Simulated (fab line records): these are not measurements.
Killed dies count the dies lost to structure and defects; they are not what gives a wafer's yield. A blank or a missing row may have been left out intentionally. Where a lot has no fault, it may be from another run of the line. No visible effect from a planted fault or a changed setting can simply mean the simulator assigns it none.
fab line records :: flow sfq_line
record:
  lots: 14
  wafers: 42
  last_day: 86
route steps=325 shown M4@152
lots with no fault: from the same line, run without faults
start_h: hours from the record's opening day to when the first of the lot's shown wafers began :: wait_h: hours elapsed since this lot's preceding step :: " the same as in the row above :: L1.1+2: several wafers, shown together as one row :: - no value present, or no start provided :: * or withheld: withheld :: < > ~ a bound
route shown NAME@n: NAME is a module with steps in the file, n the number in the route of the first one :: usual: mean and standard deviation over wafers with no fault :: same: alike in all rows :: chamber/n: place in a boat :: sites: per-site readings :: _std_site: the standard deviation of these :: _edge_site: inner sites' mean taken away from outer sites' mean :: radius_mm: for every site, how far away it sits from the centre of the wafer :: mask NAME#n: copy n :: behind: tool/chamber where the wafer was last shaped :: hold: cause of the lot's hold/its duration in hours/its outcome :: device: whichever transistor did not switch (one of n, p or np) :: end of line: at the end of the route, the tests of the same wafers :: a step without rows: its recipe alone :: killed: not the wafer's yield, but the dies lost to structure and defects at the first sort :: map: per-die view of a wafer (x killed, . not killed, _ where there is no die)
set.NAME: the setting as run; set.NAME@STEP: as run at that earlier step :: model.NAME: the simulator's own value behind a step, which no gauge read
the route's steps for a sample of lots (tables are steps, rows are wafers)
== steps ==
step: SFQ_TRILAYER_M4_LITHO_COAT_098
recipe:
  resist: BARC
  spin_rpm: 3000
  resist_thk_nm: 62
usual:
  chill_plate_temp_C: 22.99/0.11
  spin_speed_rpm: 2999.8/1.7
lot.wafer: L385.1
tool: litho_track-02
chamber: 0
start_h: 959.01
wait_h: 0.1
chill_plate_temp_C: 22.88
spin_speed_rpm: 3000.5

lot.wafer: L385.2
tool: litho_track-02
chamber: 0
start_h: 959.01
wait_h: 0.1
chill_plate_temp_C: 22.94
spin_speed_rpm: 2998.6

lot.wafer: L385.3
tool: litho_track-02
chamber: 0
start_h: 959.01
wait_h: 0.1
chill_plate_temp_C: 22.86
spin_speed_rpm: 2998.5

lot.wafer: L386.2
tool: litho_track-04
chamber: 0
start_h: 963.77
wait_h: 0.1
chill_plate_temp_C: 23.07
spin_speed_rpm: 2999.3

lot.wafer: L386.4
tool: litho_track-04
chamber: 0
start_h: 963.77
wait_h: 0.1
chill_plate_temp_C: 22.95
spin_speed_rpm: 3002.0

lot.wafer: L386.6
tool: litho_track-04
chamber: 0
start_h: 963.77
wait_h: 0.1
chill_plate_temp_C: 23.08
spin_speed_rpm: 2996.4

lot.wafer: L388.1
tool: litho_track-04
chamber: 0
start_h: 971.61
wait_h: 0.1
chill_plate_temp_C: 22.80
spin_speed_rpm: 3001.9

lot.wafer: L388.3
tool: litho_track-04
chamber: 0
start_h: 971.61
wait_h: 0.1
chill_plate_temp_C: 22.93
spin_speed_rpm: 3002.9

lot.wafer: L388.6
tool: litho_track-04
chamber: 0
start_h: 971.61
wait_h: 0.1
chill_plate_temp_C: 22.91
spin_speed_rpm: 3001.8

lot.wafer: L391.1
tool: litho_track-02
chamber: 0
start_h: 979.41
wait_h: 0.1
chill_plate_temp_C: 22.95
spin_speed_rpm: 2999.6

lot.wafer: L391.3
tool: litho_track-02
chamber: 0
start_h: 979.41
wait_h: 0.1
chill_plate_temp_C: 22.84
spin_speed_rpm: 2999.5

lot.wafer: L391.5
tool: litho_track-02
chamber: 0
start_h: 979.41
wait_h: 0.1
chill_plate_temp_C: 22.90
spin_speed_rpm: 2997.3

lot.wafer: L392.1
tool: litho_track-04
chamber: 0
start_h: 981.21
wait_h: 0.1
chill_plate_temp_C: 22.93
spin_speed_rpm: 3000.8

lot.wafer: L392.4
tool: litho_track-04
chamber: 0
start_h: 981.21
wait_h: 0.1
chill_plate_temp_C: 22.94
spin_speed_rpm: 3001.7

lot.wafer: L392.6
tool: litho_track-04
chamber: 0
start_h: 981.21
wait_h: 0.1
chill_plate_temp_C: 22.95
spin_speed_rpm: 3000.4

lot.wafer: L393.1
tool: litho_track-04
chamber: 0
start_h: 990.83
wait_h: 0.1
chill_plate_temp_C: 22.98
spin_speed_rpm: 2866.1

lot.wafer: L393.3
tool: litho_track-04
chamber: 0
start_h: 990.83
wait_h: 0.1
chill_plate_temp_C: 22.90
spin_speed_rpm: 2867.5

lot.wafer: L393.4
tool: litho_track-04
chamber: 0
start_h: 990.83
wait_h: 0.1
chill_plate_temp_C: 22.86
spin_speed_rpm: 2867.2

lot.wafer: L394.1
tool: litho_track-04
chamber: 0
start_h: 996.81
wait_h: 0.1
chill_plate_temp_C: 22.88
spin_speed_rpm: 2869.5

lot.wafer: L394.2
tool: litho_track-04
chamber: 0
start_h: 996.81
wait_h: 0.1
chill_plate_temp_C: 22.90
spin_speed_rpm: 2870.1

lot.wafer: L394.3
tool: litho_track-04
chamber: 0
start_h: 996.81
wait_h: 0.1
chill_plate_temp_C: 23.00
spin_speed_rpm: 2869.6

lot.wafer: L397.2
tool: litho_track-02
chamber: 0
start_h: 1051.78
wait_h: 0.1
chill_plate_temp_C: 22.92
spin_speed_rpm: 2998.2

lot.wafer: L397.3
tool: litho_track-02
chamber: 0
start_h: 1051.78
wait_h: 0.1
chill_plate_temp_C: 23.05
spin_speed_rpm: 3001.6

lot.wafer: L397.4
tool: litho_track-02
chamber: 0
start_h: 1051.78
wait_h: 0.1
chill_plate_temp_C: 22.89
spin_speed_rpm: 2998.4

lot.wafer: L399.3
tool: litho_track-03
chamber: 0
start_h: 1055.42
wait_h: 0.1
chill_plate_temp_C: 23.09
spin_speed_rpm: 2997.6

lot.wafer: L399.4
tool: litho_track-03
chamber: 0
start_h: 1055.42
wait_h: 0.1
chill_plate_temp_C: 23.03
spin_speed_rpm: 3000.2

lot.wafer: L399.6
tool: litho_track-03
chamber: 0
start_h: 1055.42
wait_h: 0.1
chill_plate_temp_C: 23.08
spin_speed_rpm: 3000.0

lot.wafer: L400.2
tool: litho_track-03
chamber: 0
start_h: 1056.57
wait_h: 0.1
chill_plate_temp_C: 23.15
spin_speed_rpm: 2997.9

lot.wafer: L400.4
tool: litho_track-03
chamber: 0
start_h: 1056.57
wait_h: 0.1
chill_plate_temp_C: 23.13
spin_speed_rpm: 2997.1

lot.wafer: L400.6
tool: litho_track-03
chamber: 0
start_h: 1056.57
wait_h: 0.1
chill_plate_temp_C: 23.13
spin_speed_rpm: 3000.5

lot.wafer: L403.1
tool: litho_track-03
chamber: 0
start_h: 1061.42
wait_h: 0.1
chill_plate_temp_C: 22.95
spin_speed_rpm: 3000.1

lot.wafer: L403.2
tool: litho_track-03
chamber: 0
start_h: 1061.42
wait_h: 0.1
chill_plate_temp_C: 22.88
spin_speed_rpm: 2998.8

lot.wafer: L403.3
tool: litho_track-03
chamber: 0
start_h: 1061.42
wait_h: 0.1
chill_plate_temp_C: 23.13
spin_speed_rpm: 3000.3

lot.wafer: L404.3
tool: litho_track-02
chamber: 0
start_h: 1181.48
wait_h: 0.1
chill_plate_temp_C: 22.87
spin_speed_rpm: 3003.5

lot.wafer: L404.4
tool: litho_track-02
chamber: 0
start_h: 1181.48
wait_h: 0.1
chill_plate_temp_C: 22.99
spin_speed_rpm: 3000.1

lot.wafer: L404.6
tool: litho_track-02
chamber: 0
start_h: 1181.48
wait_h: 0.1
chill_plate_temp_C: 22.82
spin_speed_rpm: 3001.3

lot.wafer: L405.1
tool: litho_track-03
chamber: 0
start_h: 1205.73
wait_h: 0.1
chill_plate_temp_C: 22.99
spin_speed_rpm: 3003.3

lot.wafer: L405.2
tool: litho_track-03
chamber: 0
start_h: 1205.73
wait_h: 0.1
chill_plate_temp_C: 23.02
spin_speed_rpm: 3001.2

lot.wafer: L405.5
tool: litho_track-03
chamber: 0
start_h: 1205.73
wait_h: 0.1
chill_plate_temp_C: 22.96
spin_speed_rpm: 2999.9

lot.wafer: L408.2
tool: litho_track-03
chamber: 0
start_h: 1249.79
wait_h: 0.1
chill_plate_temp_C: 23.23
spin_speed_rpm: 2996.1

lot.wafer: L408.3
tool: litho_track-03
chamber: 0
start_h: 1249.79
wait_h: 0.1
chill_plate_temp_C: 23.14
spin_speed_rpm: 2999.5

lot.wafer: L408.6
tool: litho_track-03
chamber: 0
start_h: 1249.79
wait_h: 0.1
chill_plate_temp_C: 23.06
spin_speed_rpm: 3001.1
== key ==
first_sign:
  step: SFQ_TRILAYER_M4_LITHO_COAT_098
  reading: spin_speed_rpm
  direction: down
  sigmas: 79
  usual: 2999.8
  struck: 2868.3
effect none on later readings
met_at SFQ_TRILAYER_M4_LITHO_COAT_098
struck_lots L393,L394
onset_between 981.21 990.83
fault:
  kind: process_parameter_drift
  tool: litho_track-04
  chamber: -
  onset_h: 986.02
  steps: SFQ_TRILAYER_M4_LITHO_COAT_098
  channel: spin_rpm
  offset: -132.13
  shape: step
  end_h: 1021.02
  acts_in: these_recipes_only
  stated: 3000
